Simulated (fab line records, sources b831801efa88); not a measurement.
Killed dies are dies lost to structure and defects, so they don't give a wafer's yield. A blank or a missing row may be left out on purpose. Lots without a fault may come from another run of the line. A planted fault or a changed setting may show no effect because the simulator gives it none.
One fault seen from 2 desks | flow sky130 | each desk has only its own numbers; what lay behind them comes last

THE METROLOGY DESK
What the gauges read, lot by lot, whatever tool the lot ran on: means of the sampled wafers that have a number. A lot is out of limits, marked OUT, if its mean lies more than 4 standard deviations from the usual mean; the brackets give that distance.
Columns: A = POLY_GATE_CVD_03_THK at SKY_POLY_GATE_THK_MEAS_04, usual 75.0 nm; B = LDD_N_OVL at SKY_LDD_N_OVL_MEAS_07, usual 0.6 nm; C = LDD_P_TW at SKY_LDD_P_TW_MEAS_11, usual 644; D = LDD_LDN_OVL at SKY_LDD_LDN_OVL_MEAS_07, usual 0.5 nm; E = RES_XHIGH_TW at SKY_RES_XHIGH_TW_MEAS_09, usual 1661
lot  | first seen here | A    | B    | C   | D    | E
L312 | day 15 00:08    | 74.9 | -2.2 | 645 | -0.2 | 1665
L314 | day 15 03:52    | 75.4 | 1.4  | 645 | 1.0  | 1686
L315 | day 15 18:50    | 75.4 | 0.7  | 647 | 1.4  | 1611
L317 | day 16 16:47    | 74.9 | 1.8  | 653 | 0.4  | 1682
L324 | day 21 15:05    | 74.4 | 2.9  | 642 | 0.2  | 1670
L325 | day 21 17:38    | 75.3 | 0.7  | 637 | -    | 1959 (+11) OUT
L326 | day 21 21:16    | 74.6 | -0.1 | 642 | -    | 1968 (+11) OUT
L329 | day 21 21:19    | 75.1 | 0.3  | 640 | 2.0  | 1684
L330 | day 22 06:10    | 74.3 | -0.4 | 640 | -1.5 | 1688
L332 | day 22 14:34    | 75.3 | -0.4 | 644 | 1.9  | 1667
L333 | day 22 16:07    | 74.5 | -0.7 | 641 | 1.7  | 1681
L334 | day 23 06:46    | 75.2 | 1.0  | 654 | -0.8 | 1619
L335 | day 23 14:11    | 74.2 | -0.3 | 640 | 0.3  | 1613
This desk's finding: out of limits on L325, L326; first on L325, day 32 21:12 (RES_XHIGH_TW at SKY_RES_XHIGH_TW_MEAS_09). In limits: L312, L314, L315, L317, L324, L329, L330, L332, L333, L334, L335.

THE TOOL OWNER'S DESK: litho_track-03
The tool's own readings at SKY_LDD_LDN_COAT_02 (resist thk 1140 nm): means of the sampled wafers that have a number, for each lot that ran on this tool. A lot is out of limits, marked OUT, if its mean lies more than 4 standard deviations from the usual mean; the brackets give that distance.
Columns: A = chill_plate_temp_C at SKY_LDD_LDN_COAT_02, usual 22.97 C; B = dispense_pressure_kPa at SKY_LDD_LDN_COAT_02, usual 50 kPa
lot  | first seen here | A     | B
L315 | day 22 18:05    | 22.80 | 52
L324 | day 28 13:35    | 22.91 | 52
L329 | day 28 21:23    | 22.91 | 52
L333 | day 29 12:05    | 23.15 | 52
This desk's finding: nothing out of limits on any of the 4 lots.

PUT TOGETHER
The metrology desk could have raised an alarm at day 32 21:12, on L325, L326.
The tool owner's desk saw nothing out of limits.
The tool owner's desk has no number on record for L325, L326.
Of the lots named, all ran SKY_LDD_LDN_COAT_02 on litho_track-03.

WHAT THE SIMULATOR HAD PUT IN
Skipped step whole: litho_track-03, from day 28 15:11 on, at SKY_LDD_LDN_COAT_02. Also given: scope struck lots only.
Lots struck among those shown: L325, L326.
Hours from the fault's start to each desk's first reading out of limits: the metrology desk, 102.
